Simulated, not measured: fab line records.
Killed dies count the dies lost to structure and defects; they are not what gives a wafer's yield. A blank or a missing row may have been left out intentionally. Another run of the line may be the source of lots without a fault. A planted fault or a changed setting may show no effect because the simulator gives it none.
Which tool was responsible? :: flow gf180mcu :: 39 wafers from 13 lots sampled at 5 of the route's 602 steps

WHAT THE GAUGES READ, wafer by wafer
GF_STI_THK_MEAS_24.
lot: L984
measured: day 2 04:01
on: film-metro-02
STI_CVD_23_THK (nm): 670 673 666

lot: L985
measured: day 2 09:40
on: film-metro-03
STI_CVD_23_THK (nm): 659 648 657

lot: L986
measured: day 2 14:34
on: film-metro-02
STI_CVD_23_THK (nm): 653 668 651

lot: L987
measured: day 2 19:40
on: film-metro-02
STI_CVD_23_THK (nm): 653 661 667

lot: L990
measured: day 3 11:34
on: film-metro-04
STI_CVD_23_THK (nm): 645 663 648

lot: L992
measured: day 3 21:23
on: film-metro-03
STI_CVD_23_THK (nm): 659 655 652

lot: L993
measured: day 4 02:16
on: film-metro-03
STI_CVD_23_THK (nm): 642 653 655

lot: L994
measured: day 4 09:13
on: film-metro-03
STI_CVD_23_THK (nm): 658 655 640

lot: L996
measured: day 4 17:56
on: film-metro-03
STI_CVD_23_THK (nm): 653 655 660

lot: L997
measured: day 5 01:48
on: film-metro-02
STI_CVD_23_THK (nm): 649 643 650

lot: L999
measured: day 5 10:17
on: film-metro-03
STI_CVD_23_THK (nm): 651 649 649

lot: L101
measured: day 5 19:48
on: film-metro-04
STI_CVD_23_THK (nm): 656 649 639

lot: L105
measured: day 6 17:05
on: film-metro-04
STI_CVD_23_THK (nm): 662 655 653

GF_VT_IMPLANT_TW_MEAS_10.
lot: L984
measured: day 5 16:39
on: film-metro-04
VT_IMPLANT_TW: 564.0 562.6 563.9

lot: L985
measured: day 5 23:46
on: film-metro-03
VT_IMPLANT_TW: 559.4 560.6 561.8

lot: L986
measured: day 6 07:52
on: film-metro-03
VT_IMPLANT_TW: 558.6 559.9 557.5

lot: L987
measured: day 6 10:53
on: film-metro-01
VT_IMPLANT_TW: 561.4 561.3 562.0

lot: L990
measured: day 7 09:22
on: film-metro-04
VT_IMPLANT_TW: 563.7 562.8 564.2

lot: L992
measured: day 7 21:08
on: film-metro-03
VT_IMPLANT_TW: 560.3 562.3 559.9

lot: L993
measured: day 8 04:25
on: film-metro-01
VT_IMPLANT_TW: 563.0 563.3 561.9

lot: L994
measured: day 8 09:25
on: film-metro-04
VT_IMPLANT_TW: 563.9 563.6 566.7

lot: L996
measured: day 8 20:05
on: film-metro-01
VT_IMPLANT_TW: 563.6 565.1 567.1

lot: L997
measured: day 9 03:56
on: film-metro-04
VT_IMPLANT_TW: 560.2 563.7 562.8

lot: L999
measured: day 9 17:14
on: film-metro-04
VT_IMPLANT_TW: 700.0 695.6 691.3

lot: L101
measured: day 10 03:20
on: film-metro-01
VT_IMPLANT_TW: 700.8 699.0 697.3

lot: L105
measured: day 10 23:56
on: film-metro-01
VT_IMPLANT_TW: 561.2 561.1 562.3

GF_VT_IMPLANT_OVL_MEAS_29.
lot: L984
measured: day 6 23:38
on: overlay-01
VT_IMPLANT_02_OVL (nm): 0.7 -0.2 1.0

lot: L985
measured: day 7 05:55
on: overlay-02
VT_IMPLANT_02_OVL (nm): -0.5 -0.9 -2.1

lot: L986
measured: day 7 15:04
on: overlay-01
VT_IMPLANT_02_OVL (nm): 1.4 -1.7 1.9

lot: L987
measured: day 7 18:04
on: overlay-01
VT_IMPLANT_02_OVL (nm): 1.6 1.1 0.8

lot: L990
measured: day 8 17:55
on: overlay-02
VT_IMPLANT_02_OVL (nm): -3.1 -0.8 -1.3

lot: L992
measured: day 9 06:01
on: overlay-01
VT_IMPLANT_02_OVL (nm): 2.8 0.6 1.8

lot: L993
measured: day 9 14:37
on: overlay-02
VT_IMPLANT_02_OVL (nm): -0.8 -1.7 -0.5

lot: L994
measured: day 9 23:14
on: overlay-01
VT_IMPLANT_02_OVL (nm): -0.6 -0.7 -1.3

lot: L996
measured: day 10 05:13
on: overlay-01
VT_IMPLANT_02_OVL (nm): -0.9 -0.1 -0.4

lot: L997
measured: day 10 17:32
on: overlay-01
VT_IMPLANT_02_OVL (nm): 0.7 -0.2 2.0

lot: L999
measured: day 11 03:38
on: overlay-02
VT_IMPLANT_02_OVL (nm): 0.3 -0.9 -0.9

lot: L101
measured: day 11 14:59
on: overlay-02
VT_IMPLANT_02_OVL (nm): -0.8 -1.3 -1.3

lot: L105
measured: day 12 14:12
on: overlay-02
VT_IMPLANT_02_OVL (nm): -0.8 0.2 -0.6

WHICH TOOL RAN EACH LOT (tool, then ch and the chambers of the sampled wafers, then the start)
lot: L984
GF_VT_IMPLANT_IMPLANT_08: implanter-01 ch 0, day 5 16:25
GF_VT_IMPLANT_STRIP_09: plasma-asher-04 ch 0,1, day 5 16:32

lot: L985
GF_VT_IMPLANT_IMPLANT_08: implanter-01 ch 0, day 5 23:31
GF_VT_IMPLANT_STRIP_09: plasma-asher-03 ch 0,1, day 5 23:40

lot: L986
GF_VT_IMPLANT_IMPLANT_08: implanter-02 ch 0, day 6 07:35
GF_VT_IMPLANT_STRIP_09: plasma-asher-04 ch 0, day 6 07:44

lot: L987
GF_VT_IMPLANT_IMPLANT_08: implanter-01 ch 0, day 6 10:40
GF_VT_IMPLANT_STRIP_09: plasma-asher-02 ch 0,1, day 6 10:47

lot: L990
GF_VT_IMPLANT_IMPLANT_08: implanter-01 ch 0, day 7 09:07
GF_VT_IMPLANT_STRIP_09: plasma-asher-02 ch 0,1, day 7 09:16

lot: L992
GF_VT_IMPLANT_IMPLANT_08: implanter-04 ch 0, day 7 20:53
GF_VT_IMPLANT_STRIP_09: plasma-asher-03 ch 0,1, day 7 21:02

lot: L993
GF_VT_IMPLANT_IMPLANT_08: implanter-04 ch 0, day 8 04:10
GF_VT_IMPLANT_STRIP_09: plasma-asher-02 ch 1, day 8 04:19

lot: L994
GF_VT_IMPLANT_IMPLANT_08: implanter-01 ch 0, day 8 09:11
GF_VT_IMPLANT_STRIP_09: plasma-asher-03 ch 0, day 8 09:19

lot: L996
GF_VT_IMPLANT_IMPLANT_08: implanter-02 ch 0, day 8 19:50
GF_VT_IMPLANT_STRIP_09: plasma-asher-03 ch 0,1, day 8 19:59

lot: L997
GF_VT_IMPLANT_IMPLANT_08: implanter-04 ch 0, day 9 03:43
GF_VT_IMPLANT_STRIP_09: plasma-asher-04 ch 0,1, day 9 03:50

lot: L999
GF_VT_IMPLANT_IMPLANT_08: implanter-04 ch 0, day 9 16:41
GF_VT_IMPLANT_STRIP_09: plasma-asher-03 ch 0,1, day 9 17:07

lot: L101
GF_VT_IMPLANT_IMPLANT_08: implanter-04 ch 0, day 10 02:47
GF_VT_IMPLANT_STRIP_09: plasma-asher-04 ch 0,1, day 10 03:14

lot: L105
GF_VT_IMPLANT_IMPLANT_08: implanter-02 ch 0, day 10 23:41
GF_VT_IMPLANT_STRIP_09: plasma-asher-04 ch 0,1, day 10 23:50
- GF_VT_IMPLANT_IMPLANT_08
- GF_VT_IMPLANT_STRIP_09: strips in O2/N2.

AS READ BY THE TOOLS THEMSELVES (means over the sampled wafers that have a number; for cases with no such wafer, the mark the record gives instead)
GF_VT_IMPLANT_IMPLANT_08.
lot: L984
tool: implanter-01
beam-energy-keV: 20.007
end-station-pressure-torr (Torr): 5.06e-06

lot: L985
tool: implanter-01
beam-energy-keV: 19.992
end-station-pressure-torr (Torr): 5.05e-06

lot: L986
tool: implanter-02
beam-energy-keV: 20.004
end-station-pressure-torr (Torr): 5.29e-06

lot: L987
tool: implanter-01
beam-energy-keV: 19.994
end-station-pressure-torr (Torr): 5.05e-06

lot: L990
tool: implanter-01
beam-energy-keV: 19.998
end-station-pressure-torr (Torr): 4.85e-06

lot: L992
tool: implanter-04
beam-energy-keV: 19.989
end-station-pressure-torr (Torr): 4.94e-06

lot: L993
tool: implanter-04
beam-energy-keV: 19.990
end-station-pressure-torr (Torr): 5.06e-06

lot: L994
tool: implanter-01
beam-energy-keV: 20.003
end-station-pressure-torr (Torr): 5.06e-06

lot: L996
tool: implanter-02
beam-energy-keV: 19.998
end-station-pressure-torr (Torr): 4.80e-06

lot: L997
tool: implanter-04
beam-energy-keV: 19.998
end-station-pressure-torr (Torr): 5.16e-06

lot: L999
tool: implanter-04
beam-energy-keV: 20.000
end-station-pressure-torr (Torr): 4.92e-06

lot: L101
tool: implanter-04
beam-energy-keV: 20.001
end-station-pressure-torr (Torr): 5.25e-06

lot: L105
tool: implanter-02
beam-energy-keV: 19.999
end-station-pressure-torr (Torr): 5.22e-06

GF_VT_IMPLANT_STRIP_09.
lot: L984
tool: plasma-asher-04
drypump-motor-current-A (A): 6.1
heater-power-w (W): 338
o2-flow-sccm (sccm): 3002
oes-product-au (a.u.): 0.717
strip-time-to-endpoint-s (s): 12.60

lot: L985
tool: plasma-asher-03
drypump-motor-current-A (A): 6.0
heater-power-w (W): 346
o2-flow-sccm (sccm): 3001
oes-product-au (a.u.): 0.717
strip-time-to-endpoint-s (s): 12.61

lot: L986
tool: plasma-asher-04
drypump-motor-current-A (A): 5.7
heater-power-w (W): 360
o2-flow-sccm (sccm): 2994
oes-product-au (a.u.): 0.716
strip-time-to-endpoint-s (s): 12.64

lot: L987
tool: plasma-asher-02
drypump-motor-current-A (A): 6.0
heater-power-w (W): 296
o2-flow-sccm (sccm): 2996
oes-product-au (a.u.): 0.717
strip-time-to-endpoint-s (s): 12.64

lot: L990
tool: plasma-asher-02
drypump-motor-current-A (A): 6.0
heater-power-w (W): 299
o2-flow-sccm (sccm): 3003
oes-product-au (a.u.): 0.716
strip-time-to-endpoint-s (s): 12.59

lot: L992
tool: plasma-asher-03
drypump-motor-current-A (A): 6.0
heater-power-w (W): 344
o2-flow-sccm (sccm): 2999
oes-product-au (a.u.): 0.720
strip-time-to-endpoint-s (s): 12.64

lot: L993
tool: plasma-asher-02
drypump-motor-current-A (A): 6.5
heater-power-w (W): 282
o2-flow-sccm (sccm): 3011
oes-product-au (a.u.): 0.718
strip-time-to-endpoint-s (s): 12.57

lot: L994
tool: plasma-asher-03
drypump-motor-current-A (A): 6.6
heater-power-w (W): 304
o2-flow-sccm (sccm): 3005
oes-product-au (a.u.): 0.714
strip-time-to-endpoint-s (s): 12.67

lot: L996
tool: plasma-asher-03
drypump-motor-current-A (A): 6.3
heater-power-w (W): 324
o2-flow-sccm (sccm): 2998
oes-product-au (a.u.): 0.716
strip-time-to-endpoint-s (s): 12.63

lot: L997
tool: plasma-asher-04
drypump-motor-current-A (A): 6.1
heater-power-w (W): 341
o2-flow-sccm (sccm): 3017
oes-product-au (a.u.): 0.712
strip-time-to-endpoint-s (s): 12.66

lot: L999
tool: plasma-asher-03
drypump-motor-current-A (A): 6.3
heater-power-w (W): 326
o2-flow-sccm (sccm): 3001
oes-product-au (a.u.): 0.717
strip-time-to-endpoint-s (s): 12.62

lot: L101
tool: plasma-asher-04
drypump-motor-current-A (A): 5.9
heater-power-w (W): 347
o2-flow-sccm (sccm): 2993
oes-product-au (a.u.): 0.717
strip-time-to-endpoint-s (s): 12.63

lot: L105
tool: plasma-asher-04
drypump-motor-current-A (A): 6.1
heater-power-w (W): 336
o2-flow-sccm (sccm): 3000
oes-product-au (a.u.): 0.718
strip-time-to-endpoint-s (s): 12.72

THE ANSWER, worked out from the rows above alone
Rule: what is usual is taken from the lots themselves. The widest of any qualifying gaps counts: lots, ordered by their means at a reading, are off when they make up no more than a third of the lots, leave a main group of 4 or more, and stand apart from it by 3 or more times the standard deviation of that group's means. If all means in a main group match to the digits the tables above print for the reading, that group is not used. Also off: a lot with no number at a reading for which 4 or more lots have one. All remaining lots with rows at the step are treated as sound. After the gauges, taken in route order, come the tools' own readings; for these a lot's mean is taken, as printed above. At the first step where some lot is off, the reading lying furthest off is the one used; lots without a number count as furthest.
Off: L999, L101, seen at GF_VT_IMPLANT_TW_MEAS_10 (VT_IMPLANT_TW). The main group has a mean of 562.3 with a standard deviation of 1.8.
A tool fits if, at a process step before that reading, it ran every lot that is off, and no sound lot after the first of them. Gauges at GF_VT_IMPLANT_TW_MEAS_10: tried the same way as those tools. One fits: GF_VT_IMPLANT_IMPLANT_08 on implanter-04. Its last sound lot is L997 (day 9 03:43), its first lot that is off L999 (day 9 16:41): a fault that began between those two fits.

WHAT HAD BEEN PUT IN BY THE SIMULATOR
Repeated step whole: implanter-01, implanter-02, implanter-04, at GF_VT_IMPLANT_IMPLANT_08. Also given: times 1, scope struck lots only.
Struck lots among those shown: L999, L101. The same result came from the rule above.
